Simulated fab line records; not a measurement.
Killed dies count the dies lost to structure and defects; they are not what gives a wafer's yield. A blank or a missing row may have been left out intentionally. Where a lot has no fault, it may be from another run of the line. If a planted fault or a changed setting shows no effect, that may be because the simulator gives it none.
Which tool was responsible? -- flow gf180mcu -- Sampling: 12 lots, 36 wafers, 2 of 602 route steps

## WHAT THE GAUGES READ, wafer by wafer
GF_M3_RS_MEAS_05: measurement is done with a four-point probe.
lot,measured,on,M3_ALCU_RS (ohm/sq)
L075,day 20 22:50,filmMetro-02,0.0706 0.0699 0.0710
L077,day 21 14:33,filmMetro-03,0.0699 0.0700 0.0692
L079,day 22 06:41,filmMetro-02,0.0692 0.0697 0.0696
L081,day 23 06:38,filmMetro-02,0.0694 0.0684 0.0695
L083,day 23 16:24,filmMetro-03,0.0677 0.0684 0.0681
L085,day 24 11:41,filmMetro-03,0.0693 0.0698 0.0691
L087,day 25 03:52,filmMetro-02,0.0699 0.0701 0.0698
L089,day 25 22:05,filmMetro-02,0.0707 0.0714 0.0710
L091,day 26 07:32,filmMetro-04,0.0680 0.0669 0.0672
L093,day 27 04:22,filmMetro-04,0.0693 0.0694 0.0687
L095,day 27 13:29,filmMetro-02,0.0686 0.0677 0.0674
L097,day 28 02:31,filmMetro-03,0.0702 0.0704 0.0705

## WHICH TOOL RAN EACH LOT (tool, then ch and the chambers of the sampled wafers, then the start)
lot,GF_M2_STRIP_17
L075,"plasmaAsher-04 ch 0,1, day 19 19:58"
L077,"plasmaAsher-02 ch 0,1, day 20 11:43"
L079,"plasmaAsher-04 ch 0,1, day 21 04:14"
L081,"plasmaAsher-01 ch 0,1, day 22 04:46"
L083,"plasmaAsher-02 ch 0,1, day 22 14:38"
L085,"plasmaAsher-02 ch 0,1, day 23 10:50"
L087,"plasmaAsher-02 ch 0,1, day 24 03:02"
L089,"plasmaAsher-02 ch 0,1, day 24 21:29"
L091,"plasmaAsher-01 ch 0,1, day 25 07:37"
L093,"plasmaAsher-04 ch 0,1, day 26 05:05"
L095,"plasmaAsher-01 ch 0, day 26 14:34"
L097,"plasmaAsher-01 ch 0,1, day 27 03:41"
- GF_M2_STRIP_17: strips in O2/N2.

## THE ANSWER, worked out from the rows above alone
Rule: the usual values come from the lots themselves. Put in order of their means at a reading, lots are off if they are a third of the lots or fewer, leave a main group of 4 or more, and stand apart from it by a gap of 3 or more times the standard deviation of the main group's means; of several such gaps the widest counts. The tables above print the reading to a certain number of digits; a main group whose means all agree to those digits is not used. A lot without any number at a reading at which 4 lots or more have one is off too. All remaining lots with rows at the step are treated as sound.
No lot is off at any reading shown: from this, nothing can be told.

## WHAT WAS PUT IN BY THE SIMULATOR
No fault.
